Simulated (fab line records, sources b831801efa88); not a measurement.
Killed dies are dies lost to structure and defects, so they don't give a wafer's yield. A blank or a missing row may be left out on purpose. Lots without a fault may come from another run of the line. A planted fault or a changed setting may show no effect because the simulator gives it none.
fab line records | flow gf180mcu
record lots=15 wafers=45 last_day=34
route steps=602 shown MVSD@75 SAB@265 M1@318 V1@336
lots that met no fault: from a run of the same line without faults
start_h: hours from the record's first day to the start of the lot's first wafer shown | wait_h: hours since the lot's step before | " the same as in the row above | L1.1+2: a row that stands for several wafers | - no value, or no start given | * or withheld: withheld | < > ~ a bound
route shown NAME@n: a module of which the file shows steps, and the number in the route of the first | usual: mean/standard deviation of fault-free wafers | same: alike in all rows | chamber/n: place in a boat | sites: the reading at each site | _std_site: their standard deviation | _edge_site: outer sites' mean less inner sites' | radius_mm: how far each site lies from the wafer's centre | mask NAME#n: copy n | behind: the tool/chamber that last shaped the wafer | hold: why the lot was held/for how many hours/how that ended | device: the transistor (n, p or np) that didn't switch | end of line: the same wafers' tests at the end of the route | a step without rows: its recipe alone | killed: dies lost to structure and defects at the first sort, not the wafer's yield | map: a wafer's dies, x killed, . not, _ none there
set.NAME: the setting as run; set.NAME@STEP: as run at that earlier step | model.NAME: the simulator's own value behind a step, which no gauge read
steps of the route over a sample of lots; a table a step, a row a wafer
services: from which hour (start_h, from the record's first day; less than 0 if before it) a tool's chamber was out of use, for how many hours, and why
## steps
# step GF_MVSD_IMPLANT_09
# recipe species=P energy_kev=100 dose_cm2=5e+12 tilt_deg=0
# usual beam_energy_keV=100.00/0.028 beam_on_s=9.97/0.24
# columns lot.wafer tool chamber start_h wait_h beam_energy_keV beam_on_s
L128.1 implanter-03 0 81.32 0.1 100.04 9.89
L128.4 " 0 " " 99.976 9.60
L128.6 " 0 " " 99.985 9.98
L129.1 implanter-04 0 85.67 0.1 100.01 10.07
L129.2 " 0 " " 99.994 9.70
L129.4 " 0 " " 100.02 9.89
L132.2 implanter-04 0 102.56 0.1 100.00 9.85
L132.3 " 0 " " 99.965 10.02
L132.4 " 0 " " 100.03 9.79
L134.1 implanter-04 0 118.82 0.1 100.04 9.50
L134.3 " 0 " " 100.05 9.82
L134.6 " 0 " " 99.978 9.78
L135.2 implanter-04 0 130.96 0.1 100.05 10.11
L135.4 " 0 " " 100.04 9.95
L135.5 " 0 " " 100.04 10.06
L136.1 implanter-03 0 133.03 0.1 99.980 9.88
L136.2 " 0 " " 99.987 10.17
L136.6 " 0 " " 99.955 10.30
L138.3 implanter-04 0 152.62 0.1 99.998 9.62
L138.5 " 0 " " 99.989 9.97
L138.6 " 0 " " 99.975 10.34
L140.1 implanter-04 - 160.43 0.1 - -
L140.3 " - " " - -
L140.6 " - " " - -
L141.1 implanter-03 - 164.42 0.1 - -
L141.2 " - " " - -
L141.4 " - " " - -
L142.2 implanter-01 - 164.71 0.1 - -
L142.3 " - " " - -
L142.6 " - " " - -
L147.1 implanter-03 0 191.47 0.1 99.995 9.84
L147.2 " 0 " " 100.03 9.66
L147.6 " 0 " " 100.02 9.86
L148.1 implanter-01 0 196.92 0.1 99.990 9.92
L148.3 " 0 " " 99.983 10.15
L148.6 " 0 " " 100.03 9.94
L149.2 implanter-01 0 205.09 0.1 100.05 10.54
L149.3 " 0 " " 100.05 9.62
L149.5 " 0 " " 100.02 10.03
L150.1 implanter-01 0 211.58 0.1 100.02 9.71
L150.3 " 0 " " 100.03 10.03
L150.4 " 0 " " 99.983 9.89
L151.2 implanter-04 0 214.89 0.1 99.977 10.45
L151.4 " 0 " " 99.998 9.59
L151.6 " 0 " " 100.03 10.05
# step GF_MVSD_TW_MEAS_11
# usual MVSD_TW=1573/16
# columns lot.wafer tool chamber start_h wait_h MVSD_TW
L128.1 film_metro-03 - 81.57 0.1 1548
L128.4 " - " " 1547
L128.6 " - " " 1548
L129.1 film_metro-04 - 85.92 0.1 1571
L129.2 " - " " 1571
L129.4 " - " " 1563
L132.2 film_metro-04 - 102.79 0.1 1561
L132.3 " - " " 1569
L132.4 " - " " 1564
L134.1 film_metro-04 - 119.07 0.1 1565
L134.3 " - " " 1566
L134.6 " - " " 1568
L135.2 film_metro-01 - 131.19 0.1 1586
L135.4 " - " " 1586
L135.5 " - " " 1587
L136.1 film_metro-01 - 133.28 0.1 1589
L136.2 " - " " 1584
L136.6 " - " " 1597
L138.3 film_metro-04 - 152.84 0.1 1573
L138.5 " - " " 1579
L138.6 " - " " 1577
L140.1 film_metro-01 - 160.68 0.1 1513
L140.3 " - " " 1513
L140.6 " - " " 1509
L141.1 film_metro-03 - 164.67 0.1 1472
L141.2 " - " " 1473
L141.4 " - " " 1475
L142.2 film_metro-01 - 164.94 0.1 1520
L142.3 " - " " 1520
L142.6 " - " " 1508
L147.1 film_metro-04 - 191.72 0.1 1584
L147.2 " - " " 1584
L147.6 " - " " 1578
L148.1 film_metro-04 - 197.17 0.1 1575
L148.3 " - " " 1580
L148.6 " - " " 1570
L149.2 film_metro-01 - 205.33 0.1 1583
L149.3 " - " " 1588
L149.5 " - " " 1590
L150.1 film_metro-04 - 211.87 0.1 1575
L150.3 " - " " 1571
L150.4 " - " " 1568
L151.2 film_metro-01 - 215.13 0.1 1580
L151.4 " - " " 1582
L151.6 " - " " 1572
# step GF_VT_IMPLANT_RS_MEAS_46
# recipe thk_meas_gauge=four-point-probe
# usual MVSD_RS=456.8/1.2
# columns lot.wafer tool chamber start_h wait_h MVSD_RS[ohm/sq]
L128.1 film_metro-03 - 153.89 0.1 456.8
L128.4 " - " " 456.9
L128.6 " - " " 455.9
L129.1 film_metro-03 - 160.39 0.1 458.3
L129.2 " - " " 458.5
L129.4 " - " " 458.4
L132.2 film_metro-04 - 179.55 0.1 457.8
L132.3 " - " " 457.5
L132.4 " - " " 456.1
L134.1 film_metro-01 - 199.08 0.1 456.7
L134.3 " - " " 457.1
L134.6 " - " " 457.0
L135.2 film_metro-04 - 213.50 0.1 457.0
L135.4 " - " " 456.1
L135.5 " - " " 457.7
L136.1 film_metro-03 - 215.89 0.1 458.3
L136.2 " - " " 458.3
L136.6 " - " " 458.5
L138.3 film_metro-04 - 240.28 0.1 455.6
L138.5 " - " " 455.6
L138.6 " - " " 455.9
L140.1 film_metro-03 - 248.09 0.1 -
L140.3 " - " " -
L140.6 " - " " -
L141.1 film_metro-01 - 252.59 0.1 -
L141.2 " - " " -
L141.4 " - " " -
L142.2 film_metro-04 - 253.04 0.1 -
L142.3 " - " " -
L142.6 " - " " -
L147.1 film_metro-03 - 284.84 0.1 456.2
L147.2 " - " " 456.3
L147.6 " - " " 457.6
L148.1 film_metro-01 - 289.29 0.1 456.7
L148.3 " - " " 456.8
L148.6 " - " " 456.2
L149.2 film_metro-03 - 298.14 0.1 455.8
L149.3 " - " " 456.0
L149.5 " - " " 454.7
L150.1 film_metro-01 - 305.65 0.1 456.1
L150.3 " - " " 456.3
L150.4 " - " " 456.4
L151.2 film_metro-04 - 311.76 0.1 456.1
L151.4 " - " " 456.6
L151.6 " - " " 457.5
# step GF_SAB_THK_MEAS_01
# recipe reads=SiO2_of_SAB_CVD_00
# usual SAB_CVD_00_THK=50.3/0.74
# columns lot.wafer tool chamber start_h wait_h SAB_CVD_00_THK[nm]
L128.1 film_metro-02 - 311.41 0.0 50.9
L128.4 " - " " 51.3
L128.6 " - " " 51.5
L129.1 film_metro-03 - 322.60 0.0 49.2
L129.2 " - " " 49.9
L129.4 " - " " 50.2
L132.2 film_metro-02 - 346.56 0.0 50.7
L132.3 " - " " 50.7
L132.4 " - " " 51.9
L134.1 film_metro-02 - 370.23 0.0 49.7
L134.3 " - " " 49.7
L134.6 " - " " 50.0
L135.2 film_metro-02 - 384.91 0.0 49.6
L135.4 " - " " 50.2
L135.5 " - " " 50.8
L136.1 film_metro-04 - 391.20 0.0 49.8
L136.2 " - " " 49.6
L136.6 " - " " 50.5
L138.3 film_metro-02 - 423.75 0.0 49.2
L138.5 " - " " 48.8
L138.6 " - " " 49.7
L147.1 film_metro-04 - 477.42 0.0 50.1
L147.2 " - " " 49.7
L147.6 " - " " 49.9
L148.1 film_metro-02 - 482.96 0.0 50.3
L148.3 " - " " 50.2
L148.6 " - " " 50.9
L149.2 film_metro-02 - 491.70 0.0 50.1
L149.3 " - " " 50.3
L149.5 " - " " 51.2
L150.1 film_metro-02 - 499.38 0.0 48.9
L150.3 " - " " 49.0
L150.4 " - " " 49.9
L151.2 film_metro-04 - 508.84 0.0 50.7
L151.4 " - " " 51.4
L151.6 " - " " 51.2
# step GF_M1_SPUTTER_03
# recipe material=Ti target_thk_nm=10 substrate_temp_c=300 chamber_pressure_pa=0.3 power_w=3000 time_s=6.7
# usual throttle_valve_pct=30.2/0.93
# same time_s=6.7
# columns lot.wafer tool chamber start_h wait_h throttle_valve_pct
L128.1 pvd_sputter-03 - 357.09 0.0 30.0
L128.4 " - " " 31.2
L128.6 " - " " 31.2
L129.1 pvd_sputter-01 - 368.83 0.0 29.2
L129.2 " - " " 31.5
L129.4 " - " " 29.9
L132.2 pvd_sputter-04 - 393.71 0.0 31.0
L132.3 " - " " 28.9
L132.4 " - " " 31.0
L134.1 pvd_sputter-01 - 419.24 0.0 29.3
L134.3 " - " " 31.5
L134.6 " - " " 29.4
L135.2 pvd_sputter-01 - 434.22 0.0 31.2
L135.4 " - " " 29.7
L135.5 " - " " 29.1
L136.1 pvd_sputter-04 - 440.86 0.0 28.7
L136.2 " - " " 30.6
L136.6 " - " " 31.1
L138.3 pvd_sputter-01 - 474.05 0.0 29.6
L138.5 " - " " 29.9
L138.6 " - " " 29.8
L147.1 pvd_sputter-04 - 526.83 0.0 30.8
L147.2 " - " " 28.7
L147.6 " - " " 28.5
L148.1 pvd_sputter-04 - 533.23 0.0 31.0
L148.3 " - " " 31.2
L148.6 " - " " 31.1
L149.2 pvd_sputter-03 - 541.73 0.0 30.1
L149.3 " - " " 29.7
L149.5 " - " " 30.0
L150.1 pvd_sputter-04 - 548.80 0.0 31.0
L150.3 " - " " 30.9
L150.4 " - " " 28.6
L151.2 pvd_sputter-03 - 558.04 0.0 29.6
L151.4 " - " " 30.0
L151.6 " - " " 31.0
# step GF_V1_THK_MEAS_01
# recipe reads=SiO2_of_V1_CVD_00
# usual V1_CVD_00_THK=594/5.9
# columns lot.wafer tool chamber start_h wait_h V1_CVD_00_THK[nm]
L128.1 film_metro-02 - 380.02 0.0 594
L128.4 " - " " 597
L128.6 " - " " 593
L129.1 film_metro-03 - 391.78 0.0 599
L129.2 " - " " 594
L129.4 " - " " 599
L132.2 film_metro-04 - 417.24 0.0 592
L132.3 " - " " 587
L132.4 " - " " 605
L134.1 film_metro-02 - 443.96 0.0 597
L134.3 " - " " 593
L134.6 " - " " 599
L135.2 film_metro-02 - 458.94 0.0 597
L135.4 " - " " 589
L135.5 " - " " 605
L136.1 film_metro-03 - 466.35 0.0 590
L136.2 " - " " 585
L136.6 " - " " 587
L138.3 film_metro-03 - 498.95 0.1 585
L138.5 " - " " 590
L138.6 " - " " 582
L147.1 film_metro-02 - 551.41 0.0 589
L147.2 " - " " 595
L147.6 " - " " 591
L148.1 film_metro-04 - 556.44 0.0 601
L148.3 " - " " 591
L148.6 " - " " 595
L149.2 film_metro-02 - 565.48 0.0 599
L149.3 " - " " 592
L149.5 " - " " 603
L150.1 film_metro-02 - 571.84 0.0 598
L150.3 " - " " 596
L150.4 " - " " 599
L151.2 film_metro-03 - 581.42 0.0 595
L151.4 " - " " 605
L151.6 " - " " 591
## services
# columns tool chamber start_h hours kind
implanter-04 - 61.96 3.5 repair
implanter-01 - 79.85 2.8 repair
implanter-01 - 88.46 4.7 pm
implanter-04 - 113.26 2.2 repair
implanter-01 - 136.40 3.3 repair
pvd_sputter-04 - 152.50 1.1 repair
implanter-01 - 159.61 1.4 repair
pvd_sputter-04 - 225.84 1.9 repair
pvd_sputter-01 - 269.49 8.7 repair
implanter-03 - 274.18 5.4 pm
implanter-01 - 275.31 2.3 repair
implanter-01 - 292.39 1.6 repair
implanter-03 - 293.09 3.5 repair
implanter-01 - 312.99 3.8 pm
implanter-01 - 319.63 0.8 repair
implanter-01 - 327.26 3.7 repair
implanter-01 - 327.54 3.0 repair
implanter-04 - 346.85 3.1 repair
pvd_sputter-04 - 354.02 1.0 repair
implanter-04 - 481.22 2.5 repair
implanter-04 - 502.44 0.6 repair
pvd_sputter-04 - 515.99 0.7 repair
implanter-04 - 532.72 5.5 pm
implanter-04 - 551.57 5.6 repair
## key
first_sign step=GF_MVSD_IMPLANT_09 reading=tool_record direction=missing
effect step=GF_MVSD_TW_MEAS_11 reading=MVSD_TW direction=down sigmas=4.5 usual=1573 struck=1500
effect step=GF_VT_IMPLANT_RS_MEAS_46 reading=MVSD_RS direction=missing
met_at GF_MVSD_IMPLANT_09
struck_lots L140,L141,L142
later_rows_left_out L140.1,L140.3,L140.6,L141.1,L141.2,L141.4,L142.2,L142.3,L142.6
sort_left_out L140.1,L140.3,L140.6,L141.1,L141.2,L141.4,L142.2,L142.3,L142.6
tester_left_out L140,L141,L142
not_acting_at GF_SAB_THK_MEAS_01,GF_M1_SPUTTER_03,GF_V1_THK_MEAS_01
onset_between 152.62 160.43
fault kind=skipped_step_whole tool=implanter-01,implanter-03,implanter-04 chamber=- onset_h=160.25 steps=GF_MVSD_IMPLANT_09 scope=struck_lots_only
# tester_left_out: of these lots the tester's yield and bins aren't shown, on N5 and GAA mostly nor the transistor test; their killed dies are dies lost to structure and defects alone, not to doping, threshold or leakage, so they don't give the yield
# sort_left_out: the simulated sort isn't trusted on such a fault, so these wafers' sort isn't shown, and their yield isn't known
# later_rows_left_out: the simulator's readings of these wafers behind a module that went badly wrong aren't trusted and aren't shown, but for the sort
